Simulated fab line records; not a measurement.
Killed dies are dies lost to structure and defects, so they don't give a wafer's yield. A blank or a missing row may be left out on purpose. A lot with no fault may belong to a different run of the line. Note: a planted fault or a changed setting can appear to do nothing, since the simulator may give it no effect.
fab line records | flow gf180mcu
record lots=7 | wafers=21 | lastDay=35
route steps=602 shown HV_LDD@197
lots that met no fault: from a run of the same line without faults
startH: hours from the record's opening day to when the first of the lot's shown wafers began | waitH: how many hours have passed since the lot's step before this one | " as in the row above | L1.1+2: one row covering several wafers at once | - no value present, or no start provided | * or withheld: withheld | < > ~ a bound
route shown NAME@n: a module of which the file shows steps, and the number in the route of the first | usual: mean/standard deviation of fault-free wafers | same: alike in all rows | chamber/n: place in a boat | sites: per-site readings | _std_site: standard deviation across them | _edge_site: mean of outer sites minus mean of inner sites | radiusMm: for every site, how far away it sits from the centre of the wafer | mask NAME#n: copy n | behind: the tool/chamber that last shaped the wafer | hold: what put the lot on hold/how long, in hours/how the hold closed | device: names the non-switching transistor (n, p or np) | end of line: the same wafers' tests at the end of the route | for a step that has no rows: nothing shown but its recipe | killed: at the first sort, the dies lost to defects and structure; wafer yield is something else | map: shows each die of a wafer: x if killed, . if not, _ if none is there
set.NAME: the setting as run; set.NAME@STEP: as run at that earlier step | model.NAME: the simulator's own value behind a step, which no gauge read
a table for each step, a row for each wafer; lots at some steps of the route
services: when a tool's chamber went out of use (startH, in hours from the record's first day, below 0 if earlier), for how many hours, and the reason
## steps
# step GF_HV_LDD_IMPLANT_21
# recipe species=BF2 | energyKev=25 | doseCm2=5e+13 | tiltDeg=7
# step GF_HV_LDD_STRIP_22
# recipe chemistry=O2/N2 | powerW=1400 | pressureMtorr=1500 | platenTempC=250 | o2FlowSccm=3000 | n2FlowSccm=300 | overashFraction=0.5
# usual drypumpMotorCurrentA=5.8/0.42 | heaterPowerW=326/19 | oesProductAu=0.717/0.0047 | platenTempC=249.98/0.2 | stripTimeToEndpointS=12.63/0.032
# same overashFraction=0.5
lot.wafer | tool           | chamber | startH | waitH | drypumpMotorCurrentA | heaterPowerW | oesProductAu | platenTempC | rfHoursCounterH | stripTimeToEndpointS
L439.1    | plasmaAsher-03 | 1       | 254.87 | 0.1   | 5.7                  | 291          | 0.723        | 249.91      | 13              | 12.68
L439.3    | "              | 0       | "      | "     | 5.2                  | 334          | 0.721        | 249.83      | -               | 12.64
L439.5    | "              | 1       | "      | "     | 5.6                  | 293          | 0.722        | 249.75      | -               | 12.60
L442.1    | plasmaAsher-04 | 0       | 276.65 | 0.1   | 5.3                  | 333          | 0.721        | 250.12      | 62              | 12.65
L442.4    | "              | 0       | "      | "     | 5.3                  | 316          | 0.720        | 250.06      | -               | 12.65
L442.5    | "              | 1       | "      | "     | 6.0                  | 349          | 0.717        | 250.36      | -               | 12.64
L444.4    | plasmaAsher-01 | 1       | 297.90 | 0.1   | 6.0                  | 316          | 0.717        | 249.78      | -               | 12.62
L444.5    | "              | 0       | "      | "     | 6.3                  | 338          | 0.716        | 250.15      | -               | 12.58
L444.6    | "              | 1       | "      | "     | 6.0                  | 314          | 0.718        | 249.60      | -               | 12.62
L445.1    | plasmaAsher-01 | 1       | 302.02 | 0.1   | 6.0                  | 319          | 0.709        | 250.14      | 48              | 12.70
L445.2    | "              | 0       | "      | "     | 6.3                  | 348          | 0.733        | 250.04      | 48              | 12.66
L445.6    | "              | 0       | "      | "     | 6.3                  | 346          | 0.728        | 249.69      | -               | 12.65
L446.1    | plasmaAsher-04 | 0       | 306.72 | 0.2   | 5.3                  | 325          | 0.710        | 249.91      | 65              | 12.64
L446.2    | "              | 1       | "      | "     | 6.0                  | 349          | 0.715        | 250.08      | 65              | 12.62
L446.5    | "              | 1       | "      | "     | 6.0                  | 337          | 0.726        | 250.07      | -               | 12.63
L455.3    | plasmaAsher-03 | 0       | 378.79 | 0.1   | 5.2                  | 329          | 0.716        | 249.87      | -               | 12.66
L455.5    | "              | 0       | "      | "     | 5.2                  | 327          | 0.715        | 249.79      | -               | 12.63
L455.6    | "              | 1       | "      | "     | 5.7                  | 296          | 0.723        | 250.15      | -               | 12.58
L460.1    | plasmaAsher-01 | 0       | 419.42 | 0.1   | 6.3                  | 348          | 0.725        | 250.12      | 61              | 12.66
L460.2    | "              | 1       | "      | "     | 6.1                  | 328          | 0.714        | 249.71      | 61              | 12.70
L460.4    | "              | 0       | "      | "     | 6.3                  | 348          | 0.719        | 249.85      | -               | 12.67
# step GF_HV_LDD_TW_MEAS_23
# usual HV_LDD_2_TW=1054/9.8
lot.wafer | tool         | chamber | startH | waitH | HV_LDD_2_TW
L439.1    | filmMetro-04 | -       | 254.97 | 0.1   | 1031
L439.3    | "            | -       | "      | "     | 1036
L439.5    | "            | -       | "      | "     | 1041
L442.1    | filmMetro-01 | -       | 276.75 | 0.1   | 1048
L442.4    | "            | -       | "      | "     | 1052
L442.5    | "            | -       | "      | "     | 1055
L444.4    | filmMetro-04 | -       | 298.00 | 0.1   | 1044
L444.5    | "            | -       | "      | "     | 1042
L444.6    | "            | -       | "      | "     | 1047
L445.1    | filmMetro-02 | -       | 302.12 | 0.1   | 1067
L445.2    | "            | -       | "      | "     | 1060
L445.6    | "            | -       | "      | "     | 1064
L446.1    | filmMetro-04 | -       | 306.82 | 0.1   | 1044
L446.2    | "            | -       | "      | "     | 1048
L446.5    | "            | -       | "      | "     | 1037
L455.3    | filmMetro-02 | -       | 378.87 | 0.1   | 1060
L455.5    | "            | -       | "      | "     | 1063
L455.6    | "            | -       | "      | "     | 1064
L460.1    | filmMetro-02 | -       | 419.52 | 0.1   | 1060
L460.2    | "            | -       | "      | "     | 1061
L460.4    | "            | -       | "      | "     | 1058
# step GF_HV_LDD_DEHYDRATE_24
# recipe tempC=200 | timeS=60
# step GF_HV_LDD_HMDS_25
# recipe primeTimeS=60 | primeTempC=120
# step GF_HV_LDD_COAT_26
# recipe resist=NOVOLAK | spinRpm=3000 | resistThkNm=1000
# step GF_HV_LDD_SOFTBAKE_27
# recipe tempC=90 | timeS=60 | resist=NOVOLAK
# step GF_HV_LDD_EXPOSE_28
# recipe maskId=Nplus_HV_AREA | targetCdNm=400 | na=0.6 | sourceShape=conventional | sigmaOuter=0.6 | doseMj=140
# step GF_HV_LDD_PEB_29
# recipe tempC=withheld | timeS=* | resist=NOVOLAK
# step GF_HV_LDD_DEVELOP_30
# recipe developTimeS=60 | devTempC=23
# step GF_HV_LDD_CD_MEAS_31
# recipe targetCdNm=400
# usual cdNm=399.9/2.2
lot.wafer | tool     | chamber | startH | waitH | cdNm
L439.1    | cdSem-01 | -       | 273.91 | 0.1   | 403.8
L439.3    | "        | -       | "      | "     | 400.8
L439.5    | "        | -       | "      | "     | 403.6
L442.1    | cdSem-02 | -       | 296.92 | 0.1   | 400.4
L442.4    | "        | -       | "      | "     | 399.4
L442.5    | "        | -       | "      | "     | 398.6
L444.4    | cdSem-02 | -       | 318.72 | 0.1   | 400.9
L444.5    | "        | -       | "      | "     | 399.5
L444.6    | "        | -       | "      | "     | 401.7
L445.1    | cdSem-01 | -       | 323.06 | 0.1   | 402.8
L445.2    | "        | -       | "      | "     | 402.3
L445.6    | "        | -       | "      | "     | 399.7
L446.1    | cdSem-01 | -       | 327.51 | 0.1   | 399.2
L446.2    | "        | -       | "      | "     | 401.1
L446.5    | "        | -       | "      | "     | 401.1
L455.3    | cdSem-02 | -       | 401.75 | 0.1   | 399.4
L455.5    | "        | -       | "      | "     | 399.4
L455.6    | "        | -       | "      | "     | 401.6
L460.1    | cdSem-02 | -       | 442.66 | 0.1   | 400.5
L460.2    | "        | -       | "      | "     | 401.1
L460.4    | "        | -       | "      | "     | 399.5
# step GF_HV_LDD_OVL_MEAS_32
# usual HV_LDD_02_OVL=0.6/1.3
lot.wafer | tool       | chamber | startH | waitH | HV_LDD_02_OVL[nm]
L439.1    | overlay-01 | -       | 274.03 | 0.1   | 1.5
L439.3    | "          | -       | "      | "     | 2.9
L439.5    | "          | -       | "      | "     | 2.8
L442.1    | overlay-01 | -       | 297.04 | 0.1   | 1.8
L442.4    | "          | -       | "      | "     | 1.5
L442.5    | "          | -       | "      | "     | 1.1
L444.4    | overlay-01 | -       | 318.80 | 0.1   | 2.1
L444.5    | "          | -       | "      | "     | 1.1
L444.6    | "          | -       | "      | "     | 0.8
L445.1    | overlay-02 | -       | 323.18 | 0.1   | 0.1
L445.2    | "          | -       | "      | "     | -0.5
L445.6    | "          | -       | "      | "     | 0.5
L446.1    | overlay-02 | -       | 327.63 | 0.1   | 1.0
L446.2    | "          | -       | "      | "     | 1.6
L446.5    | "          | -       | "      | "     | 0.6
L455.3    | overlay-01 | -       | 401.84 | 0.1   | 2.1
L455.5    | "          | -       | "      | "     | 1.2
L455.6    | "          | -       | "      | "     | 1.7
L460.1    | overlay-02 | -       | 442.78 | 0.1   | -1.0
L460.2    | "          | -       | "      | "     | 0.9
L460.4    | "          | -       | "      | "     | -1.7
# step GF_HV_LDD_IMPLANT_33
# recipe species=P | energyKev=60 | doseCm2=7.5e+12 | tiltDeg=30 | rotationDeg=0
# usual beamEnergyKeV=60.001/0.018 | beamOnS=10.00/0.18 | faradayCurrentUA=42.3/0.79
lot.wafer | tool         | chamber | startH | waitH | beamEnergyKeV | beamOnS | faradayCurrentUA
L439.1    | implanter-02 | 0       | 274.07 | 0.0   | 59.988        | 9.93    | 42.5
L439.3    | "            | 0       | "      | "     | 60.032        | 10.01   | 42.4
L439.5    | "            | 0       | "      | "     | 60.011        | 10.05   | 42.0
L442.1    | implanter-02 | 0       | 297.07 | 0.0   | 60.004        | 9.93    | 42.9
L442.4    | "            | 0       | "      | "     | 60.018        | 10.30   | 40.8
L442.5    | "            | 0       | "      | "     | 60.019        | 9.93    | 42.5
L444.4    | implanter-02 | -       | 318.89 | 0.1   | -             | -       | -
L444.5    | "            | -       | "      | "     | -             | -       | -
L444.6    | "            | -       | "      | "     | -             | -       | -
L445.1    | implanter-02 | -       | 323.22 | 0.0   | -             | -       | -
L445.2    | "            | -       | "      | "     | -             | -       | -
L445.6    | "            | -       | "      | "     | -             | -       | -
L446.1    | implanter-01 | -       | 327.67 | 0.0   | -             | -       | -
L446.2    | "            | -       | "      | "     | -             | -       | -
L446.5    | "            | -       | "      | "     | -             | -       | -
L455.3    | implanter-03 | 0       | 401.92 | 0.1   | 59.999        | 10.06   | 42.1
L455.5    | "            | 0       | "      | "     | 59.990        | 9.95    | 42.4
L455.6    | "            | 0       | "      | "     | 60.001        | 10.09   | 42.0
L460.1    | implanter-01 | 0       | 442.97 | 0.2   | 60.003        | 9.72    | 43.4
L460.2    | "            | 0       | "      | "     | 59.977        | 10.16   | 41.5
L460.4    | "            | 0       | "      | "     | 59.992        | 9.97    | 42.5
# step GF_HV_LDD_IMPLANT_34
# recipe species=P | energyKev=60 | doseCm2=7.5e+12 | tiltDeg=30 | rotationDeg=90
# step GF_HV_LDD_IMPLANT_35
# recipe species=P | energyKev=60 | doseCm2=7.5e+12 | tiltDeg=30 | rotationDeg=180
# step GF_HV_LDD_IMPLANT_36
# recipe species=P | energyKev=60 | doseCm2=7.5e+12 | tiltDeg=30 | rotationDeg=270
# step GF_HV_LDD_STRIP_37
# recipe chemistry=O2/N2 | powerW=1400 | pressureMtorr=1500 | platenTempC=250 | o2FlowSccm=3000 | n2FlowSccm=300 | overashFraction=0.5
# usual drypumpMotorCurrentA=5.9/0.4 | heaterPowerW=330/17 | oesProductAu=0.716/0.0044 | platenTempC=250.02/0.18 | stripTimeToEndpointS=12.64/0.035
# same overashFraction=0.5
lot.wafer | tool           | chamber | startH | waitH | drypumpMotorCurrentA | heaterPowerW | oesProductAu | platenTempC | rfHoursCounterH | stripTimeToEndpointS
L439.1    | plasmaAsher-04 | 0       | 274.67 | 0.1   | 5.2                  | 328          | 0.712        | 250.11      | 61              | 12.69
L439.3    | "              | 0       | "      | "     | 5.2                  | 328          | 0.719        | 250.47      | -               | 12.71
L439.5    | "              | 1       | "      | "     | 6.0                  | 350          | 0.713        | 249.81      | -               | 12.65
L442.1    | plasmaAsher-04 | 1       | 297.67 | 0.1   | 6.0                  | 352          | 0.721        | 250.11      | 64              | 12.64
L442.4    | "              | 0       | "      | "     | 5.3                  | 316          | 0.717        | 249.91      | -               | 12.70
L442.5    | "              | 0       | "      | "     | 5.3                  | 312          | 0.712        | 250.17      | -               | 12.69
L444.4    | plasmaAsher-01 | 0       | 319.45 | 0.1   | 6.3                  | 344          | 0.714        | 250.20      | -               | 12.71
L444.5    | "              | 0       | "      | "     | 6.3                  | 345          | 0.709        | 249.91      | -               | 12.65
L444.6    | "              | 1       | "      | "     | 6.0                  | 322          | 0.708        | 249.77      | -               | 12.66
L445.1    | plasmaAsher-04 | 0       | 323.82 | 0.1   | 5.3                  | 328          | 0.720        | 249.80      | 67              | 12.64
L445.2    | "              | 1       | "      | "     | 6.0                  | 348          | 0.714        | 249.65      | 67              | 12.64
L445.6    | "              | 1       | "      | "     | 6.0                  | 355          | 0.715        | 249.94      | -               | 12.62
L446.1    | plasmaAsher-01 | 1       | 328.27 | 0.1   | 6.1                  | 325          | 0.722        | 250.14      | 51              | 12.67
L446.2    | "              | 0       | "      | "     | 6.3                  | 337          | 0.722        | 250.06      | 51              | 12.65
L446.5    | "              | 1       | "      | "     | 6.0                  | 310          | 0.713        | 250.11      | -               | 12.63
L455.3    | plasmaAsher-04 | 1       | 402.50 | 0.1   | 6.0                  | 350          | 0.719        | 250.17      | -               | 12.59
L455.5    | "              | 0       | "      | "     | 5.3                  | 323          | 0.713        | 250.23      | -               | 12.59
L455.6    | "              | 1       | "      | "     | 6.0                  | 347          | 0.728        | 250.17      | -               | 12.57
L460.1    | plasmaAsher-01 | 1       | 443.57 | 0.1   | 6.0                  | 317          | 0.717        | 249.81      | 64              | 12.60
L460.2    | "              | 0       | "      | "     | 6.3                  | 344          | 0.711        | 250.03      | 64              | 12.60
L460.4    | "              | 0       | "      | "     | 6.3                  | 345          | 0.720        | 249.91      | -               | 12.63
# step GF_HV_LDD_TW_MEAS_38
# usual HV_LDD_3_TW=1432/12
lot.wafer | tool         | chamber | startH | waitH | hold                    | HV_LDD_3_TW
L439.1    | filmMetro-04 | -       | 274.77 | 0.1   | -                       | 1414
L439.3    | "            | -       | "      | "     | -                       | 1419
L439.5    | "            | -       | "      | "     | -                       | 1414
L442.1    | filmMetro-04 | -       | 297.77 | 0.1   | -                       | 1429
L442.4    | "            | -       | "      | "     | -                       | 1432
L442.5    | "            | -       | "      | "     | -                       | 1429
L444.4    | filmMetro-02 | -       | 319.55 | 0.1   | awaitDispo/0.2h/release | 1315
L444.5    | "            | -       | "      | "     | awaitDispo/0.2h/release | 1318
L444.6    | "            | -       | "      | "     | awaitDispo/0.2h/release | 1321
L444.4    | filmMetro-02 | -       | 319.77 | 0.2   | -                       | 1320
L444.5    | "            | -       | "      | "     | -                       | 1315
L444.6    | "            | -       | "      | "     | -                       | 1323
L445.1    | filmMetro-04 | -       | 323.92 | 0.1   | awaitDispo/0.2h/release | 1302
L445.2    | "            | -       | "      | "     | awaitDispo/0.2h/release | 1296
L445.6    | "            | -       | "      | "     | awaitDispo/0.2h/release | 1296
L445.1    | filmMetro-04 | -       | 324.14 | 0.2   | -                       | 1296
L445.2    | "            | -       | "      | "     | -                       | 1303
L445.6    | "            | -       | "      | "     | -                       | 1296
L446.1    | filmMetro-01 | -       | 328.37 | 0.1   | awaitDispo/0.2h/release | 1316
L446.2    | "            | -       | "      | "     | awaitDispo/0.2h/release | 1310
L446.5    | "            | -       | "      | "     | awaitDispo/0.2h/release | 1321
L446.1    | filmMetro-01 | -       | 328.59 | 0.2   | -                       | 1322
L446.2    | "            | -       | "      | "     | -                       | 1313
L446.5    | "            | -       | "      | "     | -                       | 1317
L455.3    | filmMetro-02 | -       | 402.59 | 0.1   | -                       | 1430
L455.5    | "            | -       | "      | "     | -                       | 1434
L455.6    | "            | -       | "      | "     | -                       | 1441
L460.1    | filmMetro-02 | -       | 443.67 | 0.1   | -                       | 1442
L460.2    | "            | -       | "      | "     | -                       | 1449
L460.4    | "            | -       | "      | "     | -                       | 1453
# step GF_HV_LDD_HMDS_40
# recipe primeTimeS=60 | primeTempC=120
# step GF_HV_LDD_COAT_41
# recipe resist=NOVOLAK | spinRpm=3000 | resistThkNm=1000
# step GF_HV_LDD_SOFTBAKE_42
# recipe tempC=90 | timeS=60 | resist=NOVOLAK
# step GF_HV_LDD_EXPOSE_43
# recipe maskId=Pplus_HV_AREA | targetCdNm=400 | na=0.6 | sourceShape=conventional | sigmaOuter=0.6 | doseMj=140
# step GF_HV_LDD_PEB_44
# recipe tempC=withheld | timeS=* | resist=NOVOLAK
# step GF_HV_LDD_DEVELOP_45
# recipe developTimeS=60 | devTempC=23
# step GF_HV_LDD_CD_MEAS_46
# recipe targetCdNm=400
# usual cdNm=400.2/2.1
lot.wafer | tool     | chamber | startH | waitH | cdNm
L439.1    | cdSem-01 | -       | 294.67 | 0.1   | 397.4
L439.3    | "        | -       | "      | "     | 396.0
L439.5    | "        | -       | "      | "     | 396.4
L442.1    | cdSem-01 | -       | 318.61 | 0.1   | 399.8
L442.4    | "        | -       | "      | "     | 397.8
L442.5    | "        | -       | "      | "     | 397.9
L444.4    | cdSem-01 | -       | 340.82 | 0.1   | 399.9
L444.5    | "        | -       | "      | "     | 400.4
L444.6    | "        | -       | "      | "     | 401.2
L445.1    | cdSem-01 | -       | 345.86 | 0.1   | 399.6
L445.2    | "        | -       | "      | "     | 401.1
L445.6    | "        | -       | "      | "     | 400.4
L446.1    | cdSem-02 | -       | 349.61 | 0.1   | 402.0
L446.2    | "        | -       | "      | "     | 402.3
L446.5    | "        | -       | "      | "     | 404.2
L455.3    | cdSem-02 | -       | 425.80 | 0.1   | 396.8
L455.5    | "        | -       | "      | "     | 396.5
L455.6    | "        | -       | "      | "     | 398.7
L460.1    | cdSem-01 | -       | 467.81 | 0.1   | 399.2
L460.2    | "        | -       | "      | "     | 399.3
L460.4    | "        | -       | "      | "     | 398.3
# step GF_HV_LDD_OVL_MEAS_47
# usual HV_LDD_03_OVL=0.1/1.5
lot.wafer | tool       | chamber | startH | waitH | HV_LDD_03_OVL[nm]
L439.1    | overlay-02 | -       | 294.79 | 0.1   | -1.8
L439.3    | "          | -       | "      | "     | -0.9
L439.5    | "          | -       | "      | "     | -3.1
L442.1    | overlay-02 | -       | 318.73 | 0.1   | 2.9
L442.4    | "          | -       | "      | "     | 0.6
L442.5    | "          | -       | "      | "     | 1.2
L444.4    | overlay-01 | -       | 340.90 | 0.1   | -0.3
L444.5    | "          | -       | "      | "     | 1.6
L444.6    | "          | -       | "      | "     | 0.2
L445.1    | overlay-02 | -       | 345.98 | 0.1   | 1.7
L445.2    | "          | -       | "      | "     | -0.5
L445.6    | "          | -       | "      | "     | -0.1
L446.1    | overlay-02 | -       | 349.73 | 0.1   | 1.0
L446.2    | "          | -       | "      | "     | 1.4
L446.5    | "          | -       | "      | "     | 1.6
L455.3    | overlay-01 | -       | 425.90 | 0.1   | -0.8
L455.5    | "          | -       | "      | "     | -1.4
L455.6    | "          | -       | "      | "     | 0.4
L460.1    | overlay-01 | -       | 467.93 | 0.1   | 1.1
L460.2    | "          | -       | "      | "     | 0.4
L460.4    | "          | -       | "      | "     | -0.4
# step GF_HV_LDD_IMPLANT_48
# recipe species=B | energyKev=25 | doseCm2=3e+13 | tiltDeg=7
# step GF_HV_LDD_STRIP_49
# recipe chemistry=O2/N2 | powerW=1400 | pressureMtorr=1500 | platenTempC=250 | o2FlowSccm=3000 | n2FlowSccm=300 | overashFraction=0.5
# usual drypumpMotorCurrentA=5.8/0.41 | heaterPowerW=328/19 | oesProductAu=0.716/0.0045 | platenTempC=250.01/0.19 | stripTimeToEndpointS=12.62/0.035
# same overashFraction=0.5
lot.wafer | tool           | chamber | startH | waitH | drypumpMotorCurrentA | heaterPowerW | oesProductAu | platenTempC | rfHoursCounterH | stripTimeToEndpointS
L439.1    | plasmaAsher-04 | 0       | 294.97 | 0.1   | 5.3                  | 310          | 0.724        | 249.89      | 63              | 12.66
L439.3    | "              | 1       | "      | "     | 6.0                  | 352          | 0.711        | 249.85      | -               | 12.65
L439.5    | "              | 1       | "      | "     | 6.0                  | 351          | 0.713        | 250.06      | -               | 12.64
L442.1    | plasmaAsher-04 | 0       | 318.92 | 0.1   | 5.3                  | 318          | 0.713        | 250.20      | 66              | 12.64
L442.4    | "              | 1       | "      | "     | 6.0                  | 352          | 0.708        | 250.15      | -               | 12.66
L442.5    | "              | 1       | "      | "     | 6.0                  | 345          | 0.714        | 250.27      | -               | 12.71
L444.4    | plasmaAsher-04 | 1       | 341.10 | 0.1   | 6.0                  | 355          | 0.708        | 250.27      | -               | 12.65
L444.5    | "              | 1       | "      | "     | 6.0                  | 347          | 0.709        | 250.20      | -               | 12.64
L444.6    | "              | 0       | "      | "     | 5.3                  | 320          | 0.720        | 249.93      | -               | 12.62
L445.1    | plasmaAsher-03 | 0       | 346.17 | 0.1   | 5.1                  | 327          | 0.717        | 250.15      | 22              | 12.67
L445.2    | "              | 1       | "      | "     | 5.7                  | 297          | 0.716        | 249.84      | 22              | 12.65
L445.6    | "              | 1       | "      | "     | 5.6                  | 291          | 0.719        | 249.93      | -               | 12.68
L446.1    | plasmaAsher-04 | 1       | 349.92 | 0.1   | 6.0                  | 351          | 0.711        | 249.93      | 70              | 12.61
L446.2    | "              | 0       | "      | "     | 5.3                  | 318          | 0.720        | 249.94      | 70              | 12.64
L446.5    | "              | 1       | "      | "     | 6.0                  | 340          | 0.717        | 249.96      | -               | 12.63
L455.3    | plasmaAsher-01 | 1       | 426.10 | 0.1   | 6.1                  | 319          | 0.718        | 250.20      | -               | 12.64
L455.5    | "              | 1       | "      | "     | 6.0                  | 315          | 0.722        | 250.25      | -               | 12.65
L455.6    | "              | 0       | "      | "     | 6.3                  | 346          | 0.713        | 250.34      | -               | 12.65
L460.1    | plasmaAsher-04 | 1       | 468.12 | 0.1   | 6.0                  | 361          | 0.724        | 250.13      | 3               | 12.63
L460.2    | "              | 0       | "      | "     | 5.3                  | 303          | 0.721        | 250.12      | 3               | 12.61
L460.4    | "              | 0       | "      | "     | 5.3                  | 310          | 0.716        | 249.69      | -               | 12.63
# step GF_HV_LDD_TW_MEAS_50
# usual HV_LDD_4_TW=568/5.4
lot.wafer | tool         | chamber | startH | waitH | HV_LDD_4_TW
L439.1    | filmMetro-04 | -       | 295.14 | 0.1   | 560
L439.3    | "            | -       | "      | "     | 561
L439.5    | "            | -       | "      | "     | 562
L442.1    | filmMetro-02 | -       | 319.02 | 0.1   | 575
L442.4    | "            | -       | "      | "     | 572
L442.5    | "            | -       | "      | "     | 572
L444.4    | filmMetro-01 | -       | 341.20 | 0.1   | 571
L444.5    | "            | -       | "      | "     | 572
L444.6    | "            | -       | "      | "     | 571
L445.1    | filmMetro-02 | -       | 346.27 | 0.1   | 571
L445.2    | "            | -       | "      | "     | 572
L445.6    | "            | -       | "      | "     | 571
L446.1    | filmMetro-02 | -       | 350.02 | 0.1   | 569
L446.2    | "            | -       | "      | "     | 570
L446.5    | "            | -       | "      | "     | 568
L455.3    | filmMetro-04 | -       | 426.19 | 0.1   | 565
L455.5    | "            | -       | "      | "     | 566
L455.6    | "            | -       | "      | "     | 565
L460.1    | filmMetro-04 | -       | 468.22 | 0.1   | 567
L460.2    | "            | -       | "      | "     | 567
L460.4    | "            | -       | "      | "     | 566
# step GF_HV_LDD_CLEAN_51
# recipe chemistry=SC1/SC2 | mix=1:4:20 | tempC=70 | timeS=150 | dry=n2Spin
# step GF_HV_LDD_RTA_52
# recipe tempC=1000 | timeS=10 | ambient=N2
# usual lampPowerPct=29.7/1.5 | wafer_temp_C_max=1004.0/1
lot.wafer | tool         | chamber | startH | waitH | lampPowerPct | wafer_temp_C_max
L439.1    | rtpAnneal-01 | 0       | 295.25 | 0.0   | 30.7         | 1004.0
L439.3    | "            | 0       | "      | "     | 30.7         | 1003.6
L439.5    | "            | 0       | "      | "     | 30.7         | 1004.2
L442.1    | rtpAnneal-01 | 0       | 319.13 | 0.0   | 30.7         | 1004.5
L442.4    | "            | 0       | "      | "     | 30.7         | 1005.5
L442.5    | "            | 0       | "      | "     | 30.7         | 1006.5
L444.4    | rtpAnneal-02 | 0       | 341.31 | 0.0   | 27.6         | 1004.4
L444.5    | "            | 0       | "      | "     | 27.6         | 1003.3
L444.6    | "            | 0       | "      | "     | 27.6         | 1002.5
L445.1    | rtpAnneal-01 | 0       | 346.39 | 0.0   | 30.7         | 1004.1
L445.2    | "            | 0       | "      | "     | 30.7         | 1005.0
L445.6    | "            | 0       | "      | "     | 30.7         | 1003.3
L446.1    | rtpAnneal-02 | 0       | 350.13 | 0.0   | 27.6         | 1002.4
L446.2    | "            | 0       | "      | "     | 27.6         | 1002.5
L446.5    | "            | 0       | "      | "     | 27.6         | 1004.0
L455.3    | rtpAnneal-01 | 0       | 426.30 | 0.0   | 30.7         | 1004.6
L455.5    | "            | 0       | "      | "     | 30.8         | 1004.2
L455.6    | "            | 0       | "      | "     | 30.7         | 1003.6
L460.1    | rtpAnneal-02 | 0       | 468.33 | 0.0   | 27.7         | 1002.3
L460.2    | "            | 0       | "      | "     | 27.6         | 1004.3
L460.4    | "            | 0       | "      | "     | 27.6         | 1004.8
# step GF_HV_LDD_RS_MEAS_53
# recipe thkMeasGauge=four-point-probe
# usual HV_LDD_RS=418.2/0.93
lot.wafer | tool         | chamber | startH | waitH | hold                    | HV_LDD_RS[ohm/sq]
L439.1    | filmMetro-01 | -       | 295.31 | 0.1   | -                       | 418.2
L439.3    | "            | -       | "      | "     | -                       | 417.3
L439.5    | "            | -       | "      | "     | -                       | 417.4
L442.1    | filmMetro-01 | -       | 319.20 | 0.1   | -                       | 418.6
L442.4    | "            | -       | "      | "     | -                       | 418.8
L442.5    | "            | -       | "      | "     | -                       | 418.9
L444.4    | filmMetro-04 | -       | 341.40 | 0.1   | awaitDispo/0.2h/release | 440.7
L444.5    | "            | -       | "      | "     | awaitDispo/0.2h/release | 440.5
L444.6    | "            | -       | "      | "     | awaitDispo/0.2h/release | 442.0
L444.4    | filmMetro-04 | -       | 341.69 | 0.3   | -                       | 440.3
L444.5    | "            | -       | "      | "     | -                       | 441.3
L444.6    | "            | -       | "      | "     | -                       | 441.8
L445.1    | filmMetro-04 | -       | 346.46 | 0.1   | awaitDispo/0.2h/release | 438.6
L445.2    | "            | -       | "      | "     | awaitDispo/0.2h/release | 438.1
L445.6    | "            | -       | "      | "     | awaitDispo/0.2h/release | 438.4
L445.1    | filmMetro-04 | -       | 346.74 | 0.3   | -                       | 437.7
L445.2    | "            | -       | "      | "     | -                       | 437.3
L445.6    | "            | -       | "      | "     | -                       | 438.6
L446.1    | filmMetro-02 | -       | 350.19 | 0.1   | awaitDispo/0.2h/release | 438.7
L446.2    | "            | -       | "      | "     | awaitDispo/0.2h/release | 439.0
L446.5    | "            | -       | "      | "     | awaitDispo/0.2h/release | 439.4
L446.1    | filmMetro-02 | -       | 350.48 | 0.3   | -                       | 439.1
L446.2    | "            | -       | "      | "     | -                       | 439.7
L446.5    | "            | -       | "      | "     | -                       | 438.9
L455.3    | filmMetro-02 | -       | 426.39 | 0.1   | -                       | 416.2
L455.5    | "            | -       | "      | "     | -                       | 417.1
L455.6    | "            | -       | "      | "     | -                       | 416.7
L460.1    | filmMetro-02 | -       | 468.39 | 0.1   | -                       | 417.1
L460.2    | "            | -       | "      | "     | -                       | 419.0
L460.4    | "            | -       | "      | "     | -                       | 418.4
## services
tool           | chamber | startH | hours | kind
implanter-02   | -       | 275.57 | 4.9   | pm
plasmaAsher-03 | -       | 301.62 | 14.6  | pm
implanter-01   | -       | 310.54 | 2.3   | repair
implanter-03   | -       | 325.91 | 5.7   | repair
rtpAnneal-02   | -       | 335.60 | 5.0   | pm
implanter-01   | -       | 339.14 | 1.2   | repair
implanter-01   | -       | 353.21 | 2.0   | repair
plasmaAsher-03 | -       | 413.87 | 2.8   | pm
implanter-02   | -       | 418.71 | 27.7  | pm
plasmaAsher-04 | -       | 421.25 | 9.0   | pm
plasmaAsher-04 | 0       | 421.25 | 9.0   | ventCycle
plasmaAsher-04 | 1       | 421.25 | 9.0   | ventCycle
plasmaAsher-04 | 0       | 430.25 | -     | clean
plasmaAsher-04 | 1       | 430.25 | -     | clean
implanter-01   | -       | 448.65 | 2.0   | repair
plasmaAsher-04 | -       | 451.01 | 1.0   | repair
## key
firstSign step=GF_HV_LDD_IMPLANT_33 | reading=toolRecord | direction=missing
effect step=GF_HV_LDD_TW_MEAS_38 | reading=visit | direction=added
effect step=GF_HV_LDD_TW_MEAS_38 | reading=HV_LDD_3_TW | direction=down | sigmas=9.7 | usual=1432 | struck=1310
effect step=GF_HV_LDD_RS_MEAS_53 | reading=visit | direction=added
effect step=GF_HV_LDD_RS_MEAS_53 | reading=HV_LDD_RS | direction=up | sigmas=23 | usual=418.2 | struck=439.5
metAt GF_HV_LDD_IMPLANT_33
struckWafers L444.4,L444.5,L444.6,L445.1,L445.2,L445.6,L446.1,L446.2,L446.5
laterRowsLeftOut L444.4,L444.5,L444.6,L445.1,L445.2,L445.6,L446.1,L446.2,L446.5
sortLeftOut L444.4,L444.5,L444.6,L445.1,L445.2,L445.6,L446.1,L446.2,L446.5
testerLeftOut L444,L445,L446
onsetBetween 297.07 318.89
fault kind=skippedStepWhole | tool=implanter-01,implanter-02 | chamber=- | onsetH=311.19 | steps=GF_HV_LDD_IMPLANT_33 | scope=struckLotsOnly
# testerLeftOut: of these lots the tester's yield and bins aren't shown, on N5 and GAA mostly nor the transistor test; their killed dies are dies lost to structure and defects alone, not to doping, threshold or leakage, so they don't give the yield
# sortLeftOut: the simulated sort isn't trusted on such a fault, so these wafers' sort isn't shown, and their yield isn't known
# laterRowsLeftOut: the simulator's readings of these wafers behind a module that went badly wrong aren't trusted and aren't shown, but for the sort
